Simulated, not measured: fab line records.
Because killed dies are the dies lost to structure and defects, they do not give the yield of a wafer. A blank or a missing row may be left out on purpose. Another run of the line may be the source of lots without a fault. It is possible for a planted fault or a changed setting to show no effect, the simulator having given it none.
Matching of chambers :: flow gf180mcu :: hdpcvd-02 running GF_V4_CVD_00: 3 sister chambers
The step deposits SiO2, target thk 600 nm, time 100 s. 17 wafers are shown with their chamber, then 8 later ones without.

## EACH WAFER AND ITS CHAMBER
wafer: L317.1
chamber: 1
sih4-flow-sccm (sccm): 60.20

wafer: L317.2
chamber: 2
sih4-flow-sccm (sccm): 60.04

wafer: L317.6
chamber: 0
sih4-flow-sccm (sccm): 60.35

wafer: L318.1
chamber: 0
sih4-flow-sccm (sccm): 59.94

wafer: L318.3
chamber: 1
sih4-flow-sccm (sccm): 60.11

wafer: L318.6
chamber: 2
sih4-flow-sccm (sccm): 60.01

wafer: L322.1
chamber: 0
sih4-flow-sccm (sccm): 60.04

wafer: L322.4
chamber: 2
sih4-flow-sccm (sccm): 60.12

wafer: L322.6
chamber: 0
sih4-flow-sccm (sccm): 59.97

wafer: L323.3
chamber: 2
sih4-flow-sccm (sccm): 59.95

wafer: L323.4
chamber: 0
sih4-flow-sccm (sccm): 60.01

wafer: L323.6
chamber: 1
sih4-flow-sccm (sccm): 59.87

wafer: L324.2
chamber: 2
sih4-flow-sccm (sccm): 59.88

wafer: L324.3
chamber: 0
sih4-flow-sccm (sccm): 60.34

wafer: L324.5
chamber: 0
sih4-flow-sccm (sccm): 60.29

wafer: L325.3
chamber: 1
sih4-flow-sccm (sccm): 59.77

wafer: L325.4
chamber: 2
sih4-flow-sccm (sccm): 59.62

SIGNATURES (averages over the wafers above)
reading: sih4-flow-sccm
chamber 0: 60.1343
chamber 1: 59.9875
chamber 2: 59.9367
scatter within a chamber: 0.185
Rule: distance of a wafer from a chamber = root of the sum over the readings of ((wafer's reading minus chamber's mean) / reading's scatter) squared. If the next closest chamber is less than 2 further off than the closest, the wafer can't be placed; otherwise it belongs to the closest. How the scatter is found: for the shown wafers, subtract from each reading the mean of its chamber, square and add these, divide the total by (wafers less chambers), then take the root.

## WAFERS WHOSE CHAMBER IS MISSING
wafer: L325.6
sih4-flow-sccm (sccm): 59.80

wafer: L326.5
sih4-flow-sccm (sccm): 59.82

wafer: L339.1
sih4-flow-sccm (sccm): 60.19

wafer: L339.2
sih4-flow-sccm (sccm): 59.79

wafer: L339.6
sih4-flow-sccm (sccm): 60.00

wafer: L340.1
sih4-flow-sccm (sccm): 60.08

wafer: L340.2
sih4-flow-sccm (sccm): 60.14

wafer: L340.3
sih4-flow-sccm (sccm): 60.12

## EACH ONE'S CHAMBER
wafer: L325.6
from the rows above: can't be placed: 2 or 1 or 0
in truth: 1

wafer: L326.5
from the rows above: can't be placed: 2 or 1 or 0
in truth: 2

wafer: L339.1
from the rows above: can't be placed: 0 or 1 or 2
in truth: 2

wafer: L339.2
from the rows above: can't be placed: 2 or 1 or 0
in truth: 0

wafer: L339.6
from the rows above: can't be placed: 1 or 2 or 0
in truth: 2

wafer: L340.1
from the rows above: can't be placed: 0 or 1 or 2
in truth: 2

wafer: L340.2
from the rows above: can't be placed: 0 or 1 or 2
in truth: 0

wafer: L340.3
from the rows above: can't be placed: 0 or 1 or 2
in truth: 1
0 of 8 placed correctly. From these rows, 8 cannot be placed; in 8 the true chamber is one of the candidates. Placed wrongly: 0.
